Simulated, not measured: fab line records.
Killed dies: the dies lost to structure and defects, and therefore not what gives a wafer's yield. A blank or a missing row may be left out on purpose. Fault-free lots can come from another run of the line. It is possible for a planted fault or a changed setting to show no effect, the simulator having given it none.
fab line records -- flow sky130
[record] lots = 5, wafers = 15, lastDay = 50
route steps=708 shown POLY_CUT@316 SD_P@320 RES_XHIGH@332 SD_N@342
lots that met no fault: from a run of the same line without faults
startH: hours from the record's opening day to when the first of the lot's shown wafers began -- waitH: hours since the lot's step before -- " same as the row above -- L1.1+2: a single row standing in for several wafers -- - no value, or no start given -- * or withheld: withheld -- < > ~ a bound
route shown NAME@n: names a module that has steps shown in the file, with the first one's number in the route -- usual: average and standard deviation across the fault-free wafers -- same: alike in all rows -- chamber/n: place in a boat -- sites: per-site readings -- _std_site: the standard deviation of these -- _edge_site: inner sites' mean taken away from outer sites' mean -- radiusMm: how far each site lies from the wafer's centre -- mask NAME#n: copy n -- behind: the most recent tool/chamber to have shaped the wafer -- hold: the reason the lot was held/the length of the hold in hours/how it ended -- device: which transistor (n, p or np) failed to switch -- end of line: the route-end tests of the same wafers -- a step without rows: its recipe alone -- killed: dies lost to structure and defects at the first sort, not the wafer's yield -- map: the dies of a wafer, with x for killed, . for not killed, _ for no die there
set.NAME: the setting that was run; set.NAME@STEP: the one run at that earlier step -- model.NAME: the simulator's own value behind a step, which no gauge read
lots seen at some steps along the route; tables by step, rows by wafer
services: a tool's chamber out of use, with start hour (startH, from the record's first day; less than 0 if before it), hours out, and reason
[[steps]]
[step SKY_POLY_CUT_OVL_MEAS_09]
[usual] POLY_CUT_OVL = 0/6
lot.wafer,tool,chamber,startH,waitH,POLY_CUT_OVL[nm]
L074.1,overlay-01,-,556.87,0.1,-4
L074.2,overlay-01,-,556.87,0.1,4
L074.3,overlay-01,-,556.87,0.1,-2
L082.1,overlay-01,-,634.87,0.1,5
L082.2,overlay-01,-,634.87,0.1,0
L082.5,overlay-01,-,634.87,0.1,9
L084.1,overlay-01,-,659.02,0.1,2
L084.5,overlay-01,-,659.02,0.1,-3
L084.6,overlay-01,-,659.02,0.1,3
L093.3,overlay-01,-,710.79,0.1,5
L093.4,overlay-01,-,710.79,0.1,2
L093.5,overlay-01,-,710.79,0.1,2
L097.2,overlay-02,-,757.09,0.1,5
L097.3,overlay-02,-,757.09,0.1,0
L097.4,overlay-02,-,757.09,0.1,10
[step SKY_POLY_CUT_ETCH_10]
[recipe] chemistry = N2/H2, target = BARC, ionEnergyEv = 200, sourceW = 500, biasW = 100, pressureMtorr = 30, n2FlowSccm = 100, h2FlowSccm = 200, stopOn = SiO2, timeS = 45.9, targetDepthA = 600
[usual] chamberPressureMTorr = 29.996/0.026, drypumpMotorCurrentA = 5.7/0.53, h2FlowSccm = 199.9/0.6, oesProductAu = 0.855/0.0051, throttleValvePct = 13.225/0.0096
lot.wafer,tool,chamber,startH,waitH,chamberPressureMTorr,drypumpMotorCurrentA,h2FlowSccm,oesProductAu,rfHoursCounterH,throttleValvePct
L074.1,rieDiel-01,3,556.91,0.0,30.002,5.2,200.6,0.853,63,13.219
L074.2,rieDiel-01,0,556.91,0.0,29.978,6.4,200.4,0.850,10,13.222
L074.3,rieDiel-01,1,556.91,0.0,30.023,5.0,200.5,0.860,81,13.220
L082.1,rieDiel-03,3,634.91,0.0,30.043,6.5,199.7,0.857,14,13.236
L082.2,rieDiel-03,2,634.91,0.0,30.015,5.4,199.5,0.858,24,13.217
L082.5,rieDiel-03,2,634.91,0.0,30.001,5.4,200.4,0.860,-,13.213
L084.1,rieDiel-02,3,659.06,0.0,30.038,5.0,200.8,0.854,2,13.217
L084.5,rieDiel-02,2,659.06,0.0,29.967,5.6,200.6,0.851,-,13.227
L084.6,rieDiel-02,3,659.06,0.0,29.995,5.0,200.8,0.853,-,13.226
L093.3,rieDiel-02,1,710.81,0.0,29.994,5.3,199.9,0.855,7,13.230
L093.4,rieDiel-02,3,710.81,0.0,30.030,5.0,200.6,0.862,4,13.225
L093.5,rieDiel-02,1,710.81,0.0,30.014,5.3,200.2,0.847,-,13.224
L097.2,rieDiel-01,2,757.12,0.0,30.009,6.4,199.9,0.846,17,13.219
L097.3,rieDiel-01,3,757.12,0.0,29.961,5.2,199.5,0.855,2,13.243
L097.4,rieDiel-01,1,757.12,0.0,30.037,5.0,199.8,0.852,5,13.230
[step SKY_POLY_CUT_ETCH_11]
[recipe] target = Si3N4, chemistry = CF4/CH2F2/Ar, stopOn = poly-Si, sourceW = 600, biasW = 150, pressureMtorr = 40, cf4FlowSccm = 40, ch2f2FlowSccm = 20, Ar_flow_sccm = 150, timeS = 42.5, targetDepthA = 600
[usual] chamberPressureMTorr = 40.00/0.037, drypumpMotorCurrentA = 5.7/0.53, mfcArSccm = 150.0/0.4, oesProductAu = 0.828/0.0059, throttleValvePct = 14.992/0.0091
lot.wafer,tool,chamber,startH,waitH,chamberPressureMTorr,drypumpMotorCurrentA,mfcArSccm,oesProductAu,rfHoursCounterH,throttleValvePct
L074.1,rieDiel-01,3,556.95,0.0,39.99,5.2,150.4,0.824,63,14.993
L074.2,rieDiel-01,0,556.95,0.0,40.00,6.5,150.4,0.828,10,14.993
L074.3,rieDiel-01,1,556.95,0.0,40.02,5.0,150.6,0.823,81,14.995
L082.1,rieDiel-03,3,634.95,0.0,40.05,6.5,149.3,0.833,14,15.004
L082.2,rieDiel-03,2,634.95,0.0,40.03,5.4,150.1,0.828,24,14.973
L082.5,rieDiel-03,2,634.95,0.0,39.96,5.4,149.1,0.825,-,14.993
L084.1,rieDiel-02,3,659.10,0.0,40.00,5.0,149.7,0.839,2,14.998
L084.5,rieDiel-02,2,659.10,0.0,39.96,5.6,150.0,0.836,-,14.984
L084.6,rieDiel-02,3,659.10,0.0,40.00,5.0,150.7,0.828,-,14.982
L093.3,rieDiel-02,1,710.85,0.0,39.95,5.3,149.6,0.828,7,14.975
L093.4,rieDiel-02,3,710.85,0.0,39.99,5.0,150.3,0.822,4,14.997
L093.5,rieDiel-02,1,710.85,0.0,40.00,5.3,150.0,0.828,-,14.989
L097.2,rieDiel-01,2,757.16,0.0,39.97,6.4,149.8,0.840,17,14.985
L097.3,rieDiel-01,3,757.16,0.0,39.97,5.2,149.8,0.830,2,14.985
L097.4,rieDiel-01,1,757.16,0.0,40.00,5.0,149.6,0.837,5,14.992
[step SKY_POLY_CUT_STRIP_12]
[recipe] chemistry = O2/N2, powerW = 1400, pressureMtorr = 1500, platenTempC = withheld, o2FlowSccm = 3000, n2FlowSccm = 300, overashFraction = 0.5
[usual] chamberPressureMTorr = 1500.0/1.2, drypumpMotorCurrentA = 5.9/0.51, oesProductAu = 0.453/0.0048, stripTimeToEndpointS = 5.359/0.018
lot.wafer,tool,chamber,startH,waitH,chamberPressureMTorr,drypumpMotorCurrentA,oesProductAu,rfHoursCounterH,stripTimeToEndpointS
L074.1,plasmaAsher-01,0,556.99,0.0,1499.2,5.3,0.447,9,5.356
L074.2,plasmaAsher-01,1,556.99,0.0,1500.5,6.3,0.450,9,5.329
L074.3,plasmaAsher-01,0,556.99,0.0,1498.9,5.3,0.449,-,5.353
L082.1,plasmaAsher-03,0,634.99,0.0,1498.3,6.3,0.459,79,5.403
L082.2,plasmaAsher-03,1,634.99,0.0,1499.6,5.7,0.444,79,5.387
L082.5,plasmaAsher-03,1,634.99,0.0,1498.9,5.7,0.447,-,5.381
L084.1,plasmaAsher-01,1,659.14,0.0,1497.7,6.3,0.457,19,5.347
L084.5,plasmaAsher-01,1,659.14,0.0,1501.4,6.3,0.448,-,5.371
L084.6,plasmaAsher-01,0,659.14,0.0,1500.1,5.3,0.457,-,5.380
L093.3,plasmaAsher-03,1,710.93,0.1,1499.9,5.7,0.455,-,5.362
L093.4,plasmaAsher-03,0,710.93,0.1,1500.5,6.3,0.450,-,5.336
L093.5,plasmaAsher-03,1,710.93,0.1,1499.8,5.7,0.451,-,5.358
L097.2,plasmaAsher-01,0,757.20,0.0,1501.1,5.3,0.460,29,5.389
L097.3,plasmaAsher-01,1,757.20,0.0,1499.4,6.3,0.454,-,5.377
L097.4,plasmaAsher-01,0,757.20,0.0,1499.5,5.3,0.456,-,5.391
[step SKY_SD_P_DEHYDRATE_00]
[recipe] tempC = 200, timeS = 60
lot.wafer,tool,chamber,startH,waitH
L074.1+2+3,lithoTrack-02,0,571.15,14.1
L082.1+2+5,lithoTrack-02,0,648.30,13.3
L084.1+5+6,lithoTrack-03,0,673.08,13.9
L093.3+4+5,lithoTrack-03,0,724.98,14.0
L097.2+3+4,lithoTrack-04,0,770.38,13.1
[step SKY_SD_P_HMDS_01]
[recipe] primeTimeS = 60, primeTempC = 120
lot.wafer,tool,chamber,startH,waitH
L074.1+2+3,lithoTrack-02,0,571.30,0.1
L082.1+2+5,lithoTrack-02,0,648.45,0.1
L084.1+5+6,lithoTrack-03,0,673.23,0.1
L093.3+4+5,lithoTrack-03,0,725.13,0.1
L097.2+3+4,lithoTrack-04,0,770.53,0.1
[step SKY_SD_P_COAT_02]
[recipe] resist = NOVOLAK, spinRpm = 3000, resistThkNm = 1140
lot.wafer,tool,chamber,startH,waitH
L074.1+2+3,lithoTrack-02,0,571.45,0.1
L082.1+2+5,lithoTrack-02,0,648.60,0.1
L084.1+5+6,lithoTrack-03,0,673.38,0.1
L093.3+4+5,lithoTrack-03,0,725.28,0.1
L097.2+3+4,lithoTrack-04,0,770.68,0.1
[step SKY_SD_P_SOFTBAKE_03]
[recipe] tempC = 90, timeS = 60, resist = NOVOLAK
lot.wafer,tool,chamber,startH,waitH
L074.1+2+3,lithoTrack-02,0,571.60,0.1
L082.1+2+5,lithoTrack-02,0,648.75,0.1
L084.1+5+6,lithoTrack-03,0,673.53,0.1
L093.3+4+5,lithoTrack-03,0,725.43,0.1
L097.2+3+4,lithoTrack-04,0,770.83,0.1
[step SKY_SD_P_EXPOSE_04]
[recipe] maskId = PSDM, na = 0.6, sourceShape = conventional, sigmaOuter = 0.6, polarization = unpolarized, targetCdNm = 380, doseMj = 138
lot.wafer,tool,chamber,startH,waitH,mask
L074.1+2+3,ilineStepper-01,0,-,-,PSDM#0
L082.1+2+5,ilineStepper-02,0,-,-,PSDM#0
L084.1+5+6,ilineStepper-01,0,-,-,PSDM#0
L093.3+4+5,ilineStepper-02,0,-,-,PSDM#0
L097.2+3+4,ilineStepper-01,0,-,-,PSDM#0
[step SKY_SD_P_PEB_05]
[recipe] tempC = withheld, timeS = *, resist = NOVOLAK
lot.wafer,tool,chamber,startH,waitH
L074.1+2+3,lithoTrack-03,0,-,-
L082.1+2+5,lithoTrack-02,0,-,-
L084.1+5+6,lithoTrack-03,0,-,-
L093.3+4+5,lithoTrack-02,0,-,-
L097.2+3+4,lithoTrack-04,0,-,-
[step SKY_SD_P_DEVELOP_06]
[recipe] resist = NOVOLAK, developer = TMAH, developTimeS = 60, devTempC = 23
lot.wafer,tool,chamber,startH,waitH
L074.1+2+3,lithoTrack-03,0,586.38,0.1
L082.1+2+5,lithoTrack-02,0,663.85,0.1
L084.1+5+6,lithoTrack-03,0,688.13,0.1
L093.3+4+5,lithoTrack-02,0,738.60,0.1
L097.2+3+4,lithoTrack-04,0,784.53,0.1
[step SKY_SD_P_CD_MEAS_07]
[recipe] targetCdNm = 380
[usual] cdNm = 379.8/2.3
lot.wafer,tool,chamber,startH,waitH,cdNm
L074.1,cdSem-01,-,586.53,0.1,376.8
L074.2,cdSem-01,-,586.53,0.1,375.9
L074.3,cdSem-01,-,586.53,0.1,376.9
L082.1,cdSem-01,-,664.00,0.1,382.8
L082.2,cdSem-01,-,664.00,0.1,384.6
L082.5,cdSem-01,-,664.00,0.1,382.1
L084.1,cdSem-01,-,688.28,0.1,381.0
L084.5,cdSem-01,-,688.28,0.1,380.3
L084.6,cdSem-01,-,688.28,0.1,381.3
L093.3,cdSem-01,-,738.82,0.2,380.0
L093.4,cdSem-01,-,738.82,0.2,379.9
L093.5,cdSem-01,-,738.82,0.2,379.6
L097.2,cdSem-02,-,784.68,0.1,380.4
L097.3,cdSem-02,-,784.68,0.1,382.5
L097.4,cdSem-02,-,784.68,0.1,382.7
[step SKY_SD_P_OVL_MEAS_08]
[usual] SD_P_OVL = -0.4/1.3
lot.wafer,tool,chamber,startH,waitH,SD_P_OVL[nm]
L074.1,overlay-02,-,586.65,0.1,1.6
L074.2,overlay-02,-,586.65,0.1,0.9
L074.3,overlay-02,-,586.65,0.1,1.2
L082.1,overlay-01,-,664.12,0.1,2.2
L082.2,overlay-01,-,664.12,0.1,0.3
L082.5,overlay-01,-,664.12,0.1,0.4
L084.1,overlay-01,-,688.40,0.1,0.0
L084.5,overlay-01,-,688.40,0.1,0.2
L084.6,overlay-01,-,688.40,0.1,-1.4
L093.3,overlay-02,-,738.91,0.1,-0.7
L093.4,overlay-02,-,738.91,0.1,-1.0
L093.5,overlay-02,-,738.91,0.1,0.7
L097.2,overlay-01,-,784.78,0.1,0.7
L097.3,overlay-01,-,784.78,0.1,0.7
L097.4,overlay-01,-,784.78,0.1,-1.3
[step SKY_SD_P_IMPLANT_09]
[recipe] species = BF2, energyKev = 20, doseCm2 = 3e+15, tiltDeg = 0
[usual] beamEnergyKeV = 20.001/0.0064, beamOnS = 14.6/1.6
lot.wafer,tool,chamber,startH,waitH,beamEnergyKeV,beamOnS
L074.1,implanter-02,0,586.69,0.0,20.001,13.1
L074.2,implanter-02,0,586.69,0.0,19.997,13.2
L074.3,implanter-02,0,586.69,0.0,20.003,14.0
L082.1,implanter-02,0,664.16,0.0,19.993,13.3
L082.2,implanter-02,0,664.16,0.0,19.989,13.0
L082.5,implanter-02,0,664.16,0.0,20.000,13.4
L084.1,implanter-02,0,688.44,0.0,19.995,13.1
L084.5,implanter-02,0,688.44,0.0,19.998,13.3
L084.6,implanter-02,0,688.44,0.0,19.997,13.1
L093.3,implanter-03,0,738.99,0.1,20.003,16.9
L093.4,implanter-03,0,738.99,0.1,20.005,17.1
L093.5,implanter-03,0,738.99,0.1,20.006,17.2
L097.2,implanter-03,0,784.84,0.0,20.016,17.2
L097.3,implanter-03,0,784.84,0.0,20.014,17.1
L097.4,implanter-03,0,784.84,0.0,19.999,16.4
[step SKY_SD_P_STRIP_10]
[recipe] chemistry = O2/N2, powerW = 1400, pressureMtorr = 1500, platenTempC = withheld, o2FlowSccm = 3000, n2FlowSccm = 300, overashFraction = 0.5
[usual] chamberPressureMTorr = 1500.1/1.3, drypumpMotorCurrentA = 5.9/0.42, oesProductAu = 0.618/0.0046, stripTimeToEndpointS = 17.50/0.044
lot.wafer,tool,chamber,startH,waitH,chamberPressureMTorr,drypumpMotorCurrentA,oesProductAu,rfHoursCounterH,stripTimeToEndpointS
L074.1,plasmaAsher-03,0,586.84,0.1,1500.2,6.4,0.624,74,17.52
L074.2,plasmaAsher-03,1,586.84,0.1,1501.1,5.7,0.612,74,17.52
L074.3,plasmaAsher-03,0,586.84,0.1,1500.3,6.4,0.624,-,17.48
L082.1,plasmaAsher-02,0,664.31,0.1,1498.8,5.9,0.622,99,17.51
L082.2,plasmaAsher-02,1,664.31,0.1,1501.4,5.6,0.614,99,17.48
L082.5,plasmaAsher-02,1,664.31,0.1,1498.3,5.6,0.619,-,17.51
L084.1,plasmaAsher-04,0,688.59,0.1,1497.9,5.3,0.612,55,17.54
L084.5,plasmaAsher-04,1,688.59,0.1,1501.4,6.6,0.613,-,17.51
L084.6,plasmaAsher-04,0,688.59,0.1,1499.2,5.3,0.629,-,17.49
L093.3,plasmaAsher-04,1,739.12,0.1,1499.3,6.6,0.617,-,17.56
L093.4,plasmaAsher-04,0,739.12,0.1,1498.4,5.3,0.620,-,17.59
L093.5,plasmaAsher-04,0,739.12,0.1,1497.5,5.3,0.616,-,17.55
L097.2,plasmaAsher-03,0,784.96,0.1,1501.1,6.3,0.617,94,17.46
L097.3,plasmaAsher-03,0,784.96,0.1,1499.6,6.3,0.611,-,17.45
L097.4,plasmaAsher-03,1,784.96,0.1,1498.1,5.7,0.617,-,17.46
[step SKY_SD_P_TW_MEAS_11]
[usual] SD_P_TW = 2828/28
lot.wafer,tool,chamber,startH,waitH,SD_P_TW
L074.1,filmMetro-04,-,586.94,0.1,2795
L074.2,filmMetro-04,-,586.94,0.1,2809
L074.3,filmMetro-04,-,586.94,0.1,2809
L082.1,filmMetro-04,-,664.41,0.1,2804
L082.2,filmMetro-04,-,664.41,0.1,2813
L082.5,filmMetro-04,-,664.41,0.1,2811
L084.1,filmMetro-02,-,688.69,0.1,2862
L084.5,filmMetro-02,-,688.69,0.1,2893
L084.6,filmMetro-02,-,688.69,0.1,2882
L093.3,filmMetro-02,-,739.21,0.1,2841
L093.4,filmMetro-02,-,739.21,0.1,2835
L093.5,filmMetro-02,-,739.21,0.1,2848
L097.2,filmMetro-04,-,785.07,0.1,2800
L097.3,filmMetro-04,-,785.07,0.1,2813
L097.4,filmMetro-04,-,785.07,0.1,2811
[step SKY_RES_XHIGH_DEHYDRATE_00]
[recipe] tempC = 200, timeS = 60
lot.wafer,tool,chamber,startH,waitH
L074.1+2+3,lithoTrack-01,0,601.36,14.4
L082.1+2+5,lithoTrack-04,0,678.21,13.8
L084.1+5+6,lithoTrack-01,0,701.81,13.1
L093.3+4+5,lithoTrack-01,0,752.76,13.5
L097.2+3+4,lithoTrack-01,0,797.54,12.5
[step SKY_RES_XHIGH_HMDS_01]
[recipe] primeTimeS = 60, primeTempC = 120
lot.wafer,tool,chamber,startH,waitH
L074.1+2+3,lithoTrack-01,0,601.51,0.1
L082.1+2+5,lithoTrack-04,0,678.36,0.1
L084.1+5+6,lithoTrack-01,0,701.96,0.1
L093.3+4+5,lithoTrack-01,0,752.91,0.1
L097.2+3+4,lithoTrack-01,0,797.69,0.1
[step SKY_RES_XHIGH_COAT_02]
[recipe] resist = NOVOLAK, spinRpm = 3000, resistThkNm = 1140
lot.wafer,tool,chamber,startH,waitH
L074.1+2+3,lithoTrack-01,0,601.66,0.1
L082.1+2+5,lithoTrack-04,0,678.51,0.1
L084.1+5+6,lithoTrack-01,0,702.11,0.1
L093.3+4+5,lithoTrack-01,0,753.06,0.1
L097.2+3+4,lithoTrack-01,0,797.84,0.1
[step SKY_RES_XHIGH_SOFTBAKE_03]
[recipe] tempC = 90, timeS = 60, resist = NOVOLAK
lot.wafer,tool,chamber,startH,waitH
L074.1+2+3,lithoTrack-01,0,601.81,0.1
L082.1+2+5,lithoTrack-04,0,678.66,0.1
L084.1+5+6,lithoTrack-01,0,702.26,0.1
L093.3+4+5,lithoTrack-01,0,753.21,0.1
L097.2+3+4,lithoTrack-01,0,797.99,0.1
[step SKY_RES_XHIGH_EXPOSE_04]
[recipe] maskId = URPM, na = 0.6, sourceShape = conventional, sigmaOuter = 0.6, polarization = unpolarized, targetCdNm = 1270, doseMj = 140
lot.wafer,tool,chamber,startH,waitH,mask
L074.1+2+3,ilineStepper-02,0,-,-,URPM#0
L082.1+2+5,ilineStepper-01,0,-,-,URPM#0
L084.1+5+6,ilineStepper-02,0,-,-,URPM#0
L093.3+4+5,ilineStepper-02,0,-,-,URPM#0
L097.2+3+4,ilineStepper-01,0,-,-,URPM#0
[step SKY_RES_XHIGH_PEB_05]
[recipe] tempC = withheld, timeS = *, resist = NOVOLAK
lot.wafer,tool,chamber,startH,waitH
L074.1+2+3,lithoTrack-01,0,-,-
L082.1+2+5,lithoTrack-01,0,-,-
L084.1+5+6,lithoTrack-03,0,-,-
L093.3+4+5,lithoTrack-01,0,-,-
L097.2+3+4,lithoTrack-03,0,-,-
[step SKY_RES_XHIGH_DEVELOP_06]
[recipe] resist = NOVOLAK, developer = TMAH, developTimeS = 60, devTempC = 23
lot.wafer,tool,chamber,startH,waitH
L074.1+2+3,lithoTrack-01,0,615.86,0.1
L082.1+2+5,lithoTrack-01,0,692.81,0.1
L084.1+5+6,lithoTrack-03,0,716.03,0.1
L093.3+4+5,lithoTrack-01,0,767.26,0.1
L097.2+3+4,lithoTrack-03,0,811.66,0.1
[step SKY_RES_XHIGH_IMPLANT_07]
[recipe] species = BF2, energyKev = 20, doseCm2 = 3.6e+14, tiltDeg = 0
[usual] beamEnergyKeV = 20.001/0.0058, beamOnS = 40/4.1
lot.wafer,tool,chamber,startH,waitH,beamEnergyKeV,beamOnS
L074.1,implanter-02,0,616.01,0.1,20.008,38
L074.2,implanter-02,0,616.01,0.1,19.998,38
L074.3,implanter-02,0,616.01,0.1,20.007,37
L082.1,implanter-02,0,692.96,0.1,19.993,38
L082.2,implanter-02,0,692.96,0.1,20.002,37
L082.5,implanter-02,0,692.96,0.1,19.999,38
L084.1,implanter-04,0,716.18,0.1,20.010,38
L084.5,implanter-04,0,716.18,0.1,20.004,37
L084.6,implanter-04,0,716.18,0.1,20.002,39
L093.3,implanter-03,0,767.41,0.1,19.995,47
L093.4,implanter-03,0,767.41,0.1,19.994,49
L093.5,implanter-03,0,767.41,0.1,19.989,47
L097.2,implanter-04,0,811.81,0.1,19.997,37
L097.3,implanter-04,0,811.81,0.1,19.997,38
L097.4,implanter-04,0,811.81,0.1,19.999,39
[step SKY_RES_XHIGH_STRIP_08]
[recipe] chemistry = O2/N2, powerW = 1400, pressureMtorr = 1500, platenTempC = withheld, o2FlowSccm = 3000, n2FlowSccm = 300, overashFraction = 0.5
[usual] chamberPressureMTorr = 1500.1/1.4, drypumpMotorCurrentA = 5.9/0.37, oesProductAu = 0.711/0.005, stripTimeToEndpointS = 14.27/0.041
lot.wafer,tool,chamber,startH,waitH,chamberPressureMTorr,drypumpMotorCurrentA,oesProductAu,rfHoursCounterH,stripTimeToEndpointS
L074.1,plasmaAsher-03,0,616.16,0.1,1500.2,6.3,0.714,77,14.29
L074.2,plasmaAsher-03,1,616.16,0.1,1498.8,5.7,0.714,77,14.28
L074.3,plasmaAsher-03,1,616.16,0.1,1501.8,5.7,0.716,-,14.31
L082.1,plasmaAsher-01,1,693.11,0.1,1498.8,6.2,0.711,23,14.26
L082.2,plasmaAsher-01,0,693.11,0.1,1499.2,5.3,0.719,23,14.25
L082.5,plasmaAsher-01,1,693.11,0.1,1501.2,6.3,0.717,-,14.20
L084.1,plasmaAsher-01,1,716.33,0.1,1497.4,6.3,0.709,25,14.30
L084.5,plasmaAsher-01,0,716.33,0.1,1501.1,5.3,0.709,-,14.33
L084.6,plasmaAsher-01,1,716.33,0.1,1498.4,6.3,0.707,-,14.26
L093.3,plasmaAsher-01,0,767.55,0.1,1499.6,5.3,0.718,-,14.29
L093.4,plasmaAsher-01,1,767.55,0.1,1499.5,6.3,0.696,-,14.30
L093.5,plasmaAsher-01,0,767.55,0.1,1497.2,5.3,0.707,-,14.31
L097.2,plasmaAsher-02,0,811.93,0.1,1498.2,5.9,0.709,5,14.29
L097.3,plasmaAsher-02,0,811.93,0.1,1499.2,5.9,0.695,-,14.25
L097.4,plasmaAsher-02,1,811.93,0.1,1500.7,5.6,0.709,-,14.29
[step SKY_RES_XHIGH_TW_MEAS_09]
[usual] RES_XHIGH_TW = 1643/16
lot.wafer,tool,chamber,startH,waitH,RES_XHIGH_TW
L074.1,filmMetro-04,-,616.26,0.1,1617
L074.2,filmMetro-04,-,616.26,0.1,1615
L074.3,filmMetro-04,-,616.26,0.1,1630
L082.1,filmMetro-03,-,693.21,0.1,1647
L082.2,filmMetro-03,-,693.21,0.1,1649
L082.5,filmMetro-03,-,693.21,0.1,1654
L084.1,filmMetro-03,-,716.43,0.1,1650
L084.5,filmMetro-03,-,716.43,0.1,1654
L084.6,filmMetro-03,-,716.43,0.1,1656
L093.3,filmMetro-02,-,767.63,0.1,1646
L093.4,filmMetro-02,-,767.63,0.1,1652
L093.5,filmMetro-02,-,767.63,0.1,1656
L097.2,filmMetro-03,-,812.04,0.1,1659
L097.3,filmMetro-03,-,812.04,0.1,1650
L097.4,filmMetro-03,-,812.04,0.1,1663
[step SKY_SD_N_DEHYDRATE_00]
[recipe] tempC = 200, timeS = 60
lot.wafer,tool,chamber,startH,waitH
L074.1+2+3,lithoTrack-03,0,630.93,14.7
L082.1+2+5,lithoTrack-03,0,706.53,13.3
L084.1+5+6,lithoTrack-03,0,729.73,13.3
L093.3+4+5,lithoTrack-02,0,781.05,13.4
L097.2+3+4,lithoTrack-03,0,824.16,12.1
[step SKY_SD_N_HMDS_01]
[recipe] primeTimeS = 60, primeTempC = 120
lot.wafer,tool,chamber,startH,waitH
L074.1+2+3,lithoTrack-03,0,631.08,0.1
L082.1+2+5,lithoTrack-03,0,706.68,0.1
L084.1+5+6,lithoTrack-03,0,729.88,0.1
L093.3+4+5,lithoTrack-02,0,781.20,0.1
L097.2+3+4,lithoTrack-03,0,824.31,0.1
[[services]]
tool,chamber,startH,hours,kind
implanter-03,-,534.47,3.8,pm
rieDiel-02,3,539.51,1.3,repair
rieDiel-03,3,549.47,6.7,repair
plasmaAsher-01,-,551.27,2.0,repair
implanter-04,-,567.32,5.9,pm
implanter-04,-,584.45,1.7,repair
implanter-02,-,585.96,0.7,repair
rieDiel-01,0,598.97,1.4,repair
ilineStepper-02,-,605.67,8.9,pm
implanter-02,-,617.39,8.2,repair
implanter-02,-,625.79,0.6,repair
ilineStepper-01,-,650.92,1.7,pm
implanter-03,-,657.33,2.8,repair
plasmaAsher-03,-,666.36,1.8,repair
rieDiel-02,2,668.60,29.0,repair
ilineStepper-01,-,700.25,6.6,repair
ilineStepper-02,-,711.48,1.7,pm
implanter-02,-,726.07,1.1,repair
implanter-02,-,751.41,1.6,repair
implanter-03,-,754.86,1.2,repair
rieDiel-02,-,784.56,0.1,repair
implanter-02,-,797.73,5.9,repair
rieDiel-01,-,813.41,2.8,pm
ilineStepper-01,-,822.64,5.1,repair
[[key]]
fault none
